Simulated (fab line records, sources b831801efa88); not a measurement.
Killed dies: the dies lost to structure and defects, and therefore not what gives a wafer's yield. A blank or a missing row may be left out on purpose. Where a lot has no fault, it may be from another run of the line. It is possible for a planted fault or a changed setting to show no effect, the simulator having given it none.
Which tool did it?	flow sky130	11 lots, 33 wafers sampled, at 4 steps of a route of 708

## WHAT THE GAUGES SHOWED, per wafer
SKY_VT_ADJUST_HVTR_OVL_MEAS_08.
lot	measured	on	VT_ADJUST_HVTR_OVL (nm)
L479	day 9 11:48	overlay-02	-1.6 -0.8 -2.0
L480	day 9 20:46	overlay-01	-2.4 -0.8 -2.7
L481	day 10 00:43	overlay-01	0.3 -0.3 -0.8
L487	day 11 23:52	overlay-01	1.3 0.9 0.7
L491	day 13 00:53	overlay-01	1.7 1.5 -0.3
L492	day 13 12:25	overlay-02	-2.7 -0.3 -2.6
L493	day 13 15:01	overlay-01	-1.2 -2.2 -2.2
L494	day 13 21:29	overlay-02	-2.3 -1.1 -2.5
L499	day 16 05:50	overlay-02	-0.5 -0.3 0.1
L501	day 16 12:53	overlay-01	0.0 -1.5 -0.6
L502	day 16 22:52	overlay-01	-1.4 0.2 -1.6

## WHICH TOOL RAN EACH LOT (tool, then ch and the chambers of the sampled wafers, then the start)
lot	SKY_FIELD_ISO_ETCH_17	SKY_NWELL_RTA_28	SKY_VT_ADJUST_LVTN_STRIP_20
L479	rie_si-01 ch 1,2, day 2 07:36	rtp_anneal-01 ch 0, day 5 09:58	plasma_asher-04 ch 0,1, day 7 17:46
L480	rie_si-01 ch 2,3, day 2 11:30	rtp_anneal-01 ch 0, day 5 17:53	plasma_asher-03 ch 0,1, day 8 01:54
L481	rie_si-01 ch 1,2,3, day 2 16:18	rtp_anneal-01 ch 0, day 5 21:39	plasma_asher-04 ch 0,1, day 8 06:12
L487	rie_si-01 ch 2,3, day 3 22:44	rtp_anneal-02 ch 0, day 7 08:40	plasma_asher-03 ch 0,1, day 10 00:32
L491	rie_si-01 ch 0,1,3, day 4 18:15	rtp_anneal-02 ch 0, day 8 07:29	plasma_asher-01 ch 0,1, day 11 00:36
L492	rie_si-02 ch 0,2,3, day 5 00:01	rtp_anneal-01 ch 0, day 8 14:27	plasma_asher-01 ch 0,1, day 11 10:29
L493	rie_si-02 ch 1,2, day 5 05:35	rtp_anneal-02 ch 0, day 8 18:42	plasma_asher-04 ch 0,1, day 11 13:49
L494	rie_si-02 ch 0,1, day 5 10:03	rtp_anneal-02 ch 0, day 8 21:59	plasma_asher-03 ch 0,1, day 11 18:54
L499	rie_si-02 ch 0,3, day 6 14:26	rtp_anneal-01 ch 0, day 10 21:38	plasma_asher-01 ch 0,1, day 13 23:20
L501	rie_si-02 ch 1,2,3, day 7 00:51	rtp_anneal-02 ch 0, day 11 03:21	plasma_asher-01 ch 0,1, day 14 05:19
L502	rie_si-01 ch 0,1,3, day 7 08:56	rtp_anneal-01 ch 0, day 11 09:37	plasma_asher-04 ch 0,1, day 14 15:04
- SKY_FIELD_ISO_ETCH_17: etches Si in HBr/Cl2/O2, target depth 342 nm, time 97.7 s.
- SKY_NWELL_RTA_28: time 30 s.
- SKY_VT_ADJUST_LVTN_STRIP_20: strips in O2/N2.

## THE ANSWER, worked out from the rows above alone
Rule: the lots themselves supply what counts as usual. The widest of any qualifying gaps counts: lots, ordered by their means at a reading, are off when they make up no more than a third of the lots, leave a main group of 4 or more, and stand apart from it by 3 or more times the standard deviation of that group's means. A main group whose means are all the same, to the digits that the tables above print for the reading, isn't used. Also off: a lot with no number at a reading for which 4 or more lots have one. Where the step has rows for the other lots, those lots are counted as sound.
Across all readings shown, no lot is off: no conclusion can be drawn from this.

## WHAT THE SIMULATOR HAD PUT IN
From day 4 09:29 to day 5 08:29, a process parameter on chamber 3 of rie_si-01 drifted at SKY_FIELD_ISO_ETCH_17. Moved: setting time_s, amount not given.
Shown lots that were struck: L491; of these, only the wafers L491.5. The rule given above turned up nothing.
